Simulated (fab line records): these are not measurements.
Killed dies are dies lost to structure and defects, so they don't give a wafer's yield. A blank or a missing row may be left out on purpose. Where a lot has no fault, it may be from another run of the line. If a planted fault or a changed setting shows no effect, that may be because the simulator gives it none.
Which tool is to blame? :: flow sky130 :: at 1 step of a route of 708, 6 lots with 18 wafers sampled

## WHAT THE GAUGES READ, wafer by wafer
SKY_CONTACT_OVL_MEAS_15.
lot: L627
measured: day 32 11:36
on: overlay-02
CONTACT_OVL (nm): -3 2 -5

lot: L630
measured: day 33 15:53
on: overlay-01
CONTACT_OVL (nm): -3 0 -5

lot: L636
measured: day 35 17:08
on: overlay-01
CONTACT_OVL (nm): 1 -5 -7

lot: L640
measured: day 37 15:18
on: overlay-01
CONTACT_OVL (nm): 4 0 -1

lot: L639
measured: day 37 17:13
on: overlay-01
CONTACT_OVL (nm): -6 -5 -6

lot: L644
measured: day 37 20:11
on: overlay-01
CONTACT_OVL (nm): -6 -6 -1

## EACH LOT AND THE TOOL THAT RAN IT (in order: tool; ch and the chambers of the sampled wafers; start)
The record holds no process step before these readings.

## THE ANSWER, worked out from the rows above alone
Rule: what is usual is taken from the lots themselves. Put in order of their means at a reading, lots are off if they are a third of the lots or fewer, leave a main group of 4 or more, and stand apart from it by a gap of 3 or more times the standard deviation of the main group's means; of several such gaps the widest counts. The tables above print the reading to a certain number of digits; a main group whose means all agree to those digits is not used. Also off: a lot with no number at a reading for which 4 or more lots have one. All remaining lots with rows at the step are treated as sound.
Across all readings shown, no lot is off: no conclusion can be drawn from this.

## WHAT WAS PUT IN BY THE SIMULATOR
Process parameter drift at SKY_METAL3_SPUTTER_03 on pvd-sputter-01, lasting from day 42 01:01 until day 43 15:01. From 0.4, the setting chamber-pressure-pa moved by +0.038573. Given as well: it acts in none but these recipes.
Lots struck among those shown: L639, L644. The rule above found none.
